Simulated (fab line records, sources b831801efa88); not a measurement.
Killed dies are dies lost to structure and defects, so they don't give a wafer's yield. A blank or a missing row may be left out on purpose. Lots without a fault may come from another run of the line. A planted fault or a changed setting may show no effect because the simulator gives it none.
fab line records | flow sky130
record lots=14 wafers=42 last_day=50
route steps=708 shown RES_XHIGH@341 VIA2@521
lots that met no fault: from a run of the same line without faults
start_h: hours from the record's first day to the start of the lot's first wafer shown | wait_h: hours since the lot's step before | " the same as in the row above | L1.1+2: a row that stands for several wafers | - no value, or no start given | * or withheld: withheld | < > ~ a bound
route shown NAME@n: a module of which the file shows steps, and the number in the route of the first | usual: mean/standard deviation of fault-free wafers | same: alike in all rows | chamber/n: place in a boat | sites: the reading at each site | _std_site: their standard deviation | _edge_site: outer sites' mean less inner sites' | radius_mm: how far each site lies from the wafer's centre | mask NAME#n: copy n | behind: the tool/chamber that last shaped the wafer | hold: why the lot was held/for how many hours/how that ended | device: the transistor (n, p or np) that didn't switch | end of line: the same wafers' tests at the end of the route | a step without rows: its recipe alone | killed: dies lost to structure and defects at the first sort, not the wafer's yield | map: a wafer's dies, x killed, . not, _ none there
set.NAME: the setting as run; set.NAME@STEP: as run at that earlier step | model.NAME: the simulator's own value behind a step, which no gauge read
steps of the route over a sample of lots; a table a step, a row a wafer
services: from which hour (start_h, from the record's first day; less than 0 if before it) a tool's chamber was out of use, for how many hours, and why
## steps
# step SKY_RES_XHIGH_TW_MEAS_09
# usual RES_XHIGH_TW=1646/21
# columns lot.wafer tool chamber start_h wait_h RES_XHIGH_TW
L503.1 film_metro-01 - 622.05 0.1 1649
L503.3 " - " " 1645
L503.6 " - " " 1652
L506.1 film_metro-04 - 647.32 0.1 1668
L506.2 " - " " 1670
L506.5 " - " " 1658
L508.1 film_metro-04 - 668.42 0.1 1669
L508.2 " - " " 1661
L508.4 " - " " 1662
L509.1 film_metro-04 - 671.72 0.1 1661
L509.3 " - " " 1664
L509.4 " - " " 1668
L510.1 film_metro-04 - 683.95 0.1 1658
L510.3 " - " " 1658
L510.6 " - " " 1666
L511.2 film_metro-02 - 688.33 0.1 1612
L511.5 " - " " 1617
L511.6 " - " " 1617
L512.1 film_metro-04 - 697.20 0.1 1669
L512.2 " - " " 1676
L512.5 " - " " 1666
L513.2 film_metro-04 - 702.31 0.1 1667
L513.4 " - " " 1668
L513.5 " - " " 1670
L517.3 film_metro-02 - 736.32 0.1 1625
L517.5 " - " " 1624
L517.6 " - " " 1622
L518.1 film_metro-02 - 747.12 0.1 1615
L518.2 " - " " 1604
L518.6 " - " " 1618
L519.2 film_metro-04 - 755.01 0.1 1665
L519.3 " - " " 1660
L519.6 " - " " 1666
L524.1 film_metro-01 - 787.70 0.1 1650
L524.4 " - " " 1639
L524.6 " - " " 1654
L525.1 film_metro-02 - 792.49 0.1 1605
L525.3 " - " " 1629
L525.6 " - " " 1622
L526.2 film_metro-02 - 804.08 0.1 1619
L526.3 " - " " 1620
L526.4 " - " " 1618
# step SKY_VIA2_ETCH_14
# recipe chemistry=N2/H2 target=BARC ion_energy_ev=200 source_w=500 bias_w=100 pressure_mtorr=30 n2_flow_sccm=100 h2_flow_sccm=200 stop_on=SiO2 time_s=45.9 target_depth_a=600
# usual drypump_motor_current_A=5.6/0.4 h2_flow_sccm=200.0/0.6 oes_product_au=0.855/0.0046 run_length_s=74.4/0.36 throttle_valve_pct=13.224/0.0088
# columns lot.wafer tool chamber start_h wait_h drypump_motor_current_A h2_flow_sccm oes_product_au rf_hours_counter_h run_length_s throttle_valve_pct
L503.1 rie_diel-02 3 850.88 0.0 5.4 200.3 0.857 21 74.0 13.204
L503.3 " 0 " " 6.4 199.7 0.857 9 74.4 13.234
L503.6 " 2 " " 5.7 199.5 0.854 - 74.1 13.224
L506.1 rie_diel-03 0 877.47 0.0 5.7 199.6 0.859 13 74.8 13.221
L506.2 " 2 " " 5.7 199.4 0.851 4 74.7 13.230
L506.5 " 3 " " 5.2 200.0 0.857 - 74.7 13.228
L508.1 rie_diel-02 1 893.21 0.0 5.0 199.8 0.860 19 74.2 13.237
L508.2 " 2 " " 5.7 199.9 0.856 11 74.0 13.213
L508.4 " 2 " " 5.7 200.1 0.852 - 74.6 13.225
L509.1 rie_diel-03 2 900.63 0.0 5.7 200.3 0.860 4 74.8 13.224
L509.3 " 0 " " 5.7 200.2 0.863 13 74.2 13.223
L509.4 " 1 " " 6.1 199.7 0.851 15 74.5 13.222
L510.1 rie_diel-03 3 907.03 0.0 5.2 199.3 0.857 6 75.3 13.222
L510.3 " 0 " " 5.7 199.2 0.861 13 74.5 13.239
L510.6 " 2 " " 5.7 199.8 0.854 - 74.7 13.239
L511.2 rie_diel-04 3 915.46 0.0 5.3 200.8 0.857 22 73.9 13.230
L511.5 " 0 " " 6.0 201.6 0.854 - 73.9 13.213
L511.6 " 3 " " 5.3 200.9 0.851 - 73.9 13.231
L512.1 rie_diel-03 0 918.96 0.0 5.7 200.1 0.855 13 74.2 13.218
L512.2 " 3 " " 5.3 200.4 0.857 6 74.8 13.231
L512.5 " 2 " " 5.7 198.8 0.852 - 74.7 13.227
L513.2 rie_diel-03 2 924.22 0.0 5.7 200.0 0.853 5 74.5 13.227
L513.4 " 0 " " 5.7 200.7 0.854 14 74.2 13.226
L513.5 " 0 " " 5.7 200.8 0.852 - 74.8 13.222
L517.3 rie_diel-03 0 960.28 0.0 5.7 200.2 0.757 14 85.3 13.209
L517.5 " 0 " " 5.7 199.5 0.763 - 85.5 13.209
L517.6 " 1 " " 6.2 199.0 0.752 - 85.2 13.215
L518.1 rie_diel-02 2 964.62 0.0 5.7 199.0 0.848 13 74.7 13.238
L518.2 " 1 " " 5.0 200.5 0.858 21 74.6 13.237
L518.6 " 0 " " 6.4 199.5 0.848 - 74.1 13.202
L519.2 rie_diel-03 3 968.67 0.0 5.2 200.3 0.760 7 85.9 13.211
L519.3 " 1 " " 6.1 200.4 0.767 17 85.4 13.228
L519.6 " 3 " " 5.2 200.9 0.751 - 85.8 13.210
L524.1 rie_diel-04 0 997.41 0.0 6.0 200.1 0.854 5 74.0 13.234
L524.4 " 1 " " 5.2 198.7 0.853 12 73.9 13.209
L524.6 " 1 " " 5.1 199.7 0.849 - 74.1 13.211
L525.1 rie_diel-04 0 1009.01 0.0 6.0 199.8 0.857 5 74.2 13.219
L525.3 " 3 " " 5.3 199.4 0.860 25 74.0 13.234
L525.6 " 0 " " 6.0 199.8 0.857 - 74.4 13.208
L526.2 rie_diel-04 2 1015.13 0.0 5.8 200.4 0.857 14 74.5 13.224
L526.3 " 0 " " 6.0 199.6 0.862 5 74.0 13.229
L526.4 " 1 " " 5.1 199.5 0.853 12 74.4 13.219
# step SKY_VIA2_STRIP_16
# recipe chemistry=O2/N2 power_w=1400 pressure_mtorr=1500 platen_temp_c=withheld o2_flow_sccm=3000 n2_flow_sccm=300 overash_fraction=0.5
# usual drypump_motor_current_A=5.7/0.57 oes_product_au=0.398/0.0045 strip_time_to_endpoint_s=4.040/0.027
# columns lot.wafer tool chamber start_h wait_h drypump_motor_current_A oes_product_au rf_hours_counter_h strip_time_to_endpoint_s
L503.1 plasma_asher-04 0 850.98 0.0 6.6 0.401 68 4.031
L503.3 " 0 " " 6.6 0.393 - 4.017
L503.6 " 0 " " 6.6 0.399 - 4.007
L506.1 plasma_asher-03 1 877.58 0.0 5.9 0.395 13 4.067
L506.2 " 0 " " 6.0 0.406 13 4.027
L506.5 " 0 " " 6.0 0.387 - 4.040
L508.1 plasma_asher-02 0 893.31 0.0 4.9 0.400 46 4.002
L508.2 " 1 " " 5.5 0.390 46 3.970
L508.4 " 0 " " 4.9 0.393 - 4.005
L509.1 plasma_asher-02 0 900.73 0.0 5.0 0.398 47 4.034
L509.3 " 0 " " 4.9 0.403 - 4.053
L509.4 " 1 " " 5.5 0.397 - 4.041
L510.1 plasma_asher-04 1 907.13 0.0 5.3 0.395 74 4.083
L510.3 " 1 " " 5.3 0.404 - 4.099
L510.6 " 0 " " 6.6 0.396 - 4.030
L511.2 plasma_asher-02 0 915.56 0.0 4.9 0.396 49 4.037
L511.5 " 0 " " 4.9 0.399 - 4.038
L511.6 " 1 " " 5.5 0.400 - 4.008
L512.1 plasma_asher-02 1 919.06 0.0 5.5 0.400 49 4.074
L512.2 " 0 " " 4.9 0.396 49 4.014
L512.5 " 0 " " 4.9 0.401 - 4.021
L513.2 plasma_asher-03 0 924.33 0.0 6.0 0.405 18 4.008
L513.4 " 1 " " 5.9 0.390 - 4.026
L513.5 " 1 " " 5.9 0.401 - 4.062
L517.3 plasma_asher-02 0 960.42 0.1 5.0 0.398 - 3.945
L517.5 " 0 " " 4.9 0.391 - 3.904
L517.6 " 1 " " 5.5 0.397 - 3.895
L518.1 plasma_asher-02 0 964.73 0.0 4.9 0.392 54 4.030
L518.2 " 1 " " 5.5 0.396 54 3.995
L518.6 " 0 " " 4.9 0.394 - 4.004
L519.2 plasma_asher-04 1 968.78 0.0 5.3 0.392 81 3.949
L519.3 " 1 " " 5.3 0.394 - 3.923
L519.6 " 0 " " 6.6 0.398 - 3.948
L524.1 plasma_asher-02 0 997.51 0.0 4.9 0.395 59 4.048
L524.4 " 1 " " 5.5 0.399 - 4.049
L524.6 " 1 " " 5.6 0.393 - 4.073
L525.1 plasma_asher-02 1 1009.11 0.0 5.6 0.398 59 4.052
L525.3 " 1 " " 5.6 0.397 - 4.051
L525.6 " 1 " " 5.5 0.401 - 4.067
L526.2 plasma_asher-03 0 1015.23 0.0 6.0 0.401 24 4.059
L526.3 " 0 " " 6.0 0.399 - 4.078
L526.4 " 1 " " 5.9 0.399 - 4.074
## services
# columns tool chamber start_h hours kind
rie_diel-04 1 832.15 3.6 repair
rie_diel-04 3 832.53 5.7 repair
rie_diel-04 0 838.31 - clean
rie_diel-04 0 838.31 14.4 scheduled_down
rie_diel-04 0 838.31 14.4 vent_cycle
plasma_asher-02 - 862.68 0.5 repair
plasma_asher-03 - 863.12 4.8 repair
rie_diel-02 3 890.81 4.0 repair
rie_diel-04 2 900.20 23.7 repair
rie_diel-02 - 918.76 2.8 pm
plasma_asher-03 - 929.57 1.3 repair
plasma_asher-03 - 943.15 31.8 pm
rie_diel-02 2 971.74 6.4 repair
rie_diel-04 2 999.28 11.2 repair
rie_diel-02 0 1003.80 63.2 repair
## key
first_sign step=SKY_VIA2_ETCH_14 reading=run_length_s direction=up sigmas=31 usual=* struck=*
effect step=SKY_VIA2_ETCH_14 reading=oes_product_au direction=down sigmas=21 usual=0.855 struck=0.758
effect step=SKY_VIA2_STRIP_16 reading=strip_time_to_endpoint_s direction=down sigmas=4.1 usual=* struck=*
met_at SKY_VIA2_ETCH_14
struck_lots L517,L519
sort_left_out L517.3,L517.5,L517.6
not_acting_at SKY_RES_XHIGH_TW_MEAS_09
onset_between 924.22 960.28
fault kind=process_parameter_drift tool=rie_diel-03 chamber=- onset_h=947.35 steps=SKY_VIA2_ETCH_14 channel=time_s offset=* shape=step end_h=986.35 acts_in=* stated=*
# sort_left_out: the simulated sort isn't trusted on such a fault, so these wafers' sort isn't shown, and their yield isn't known
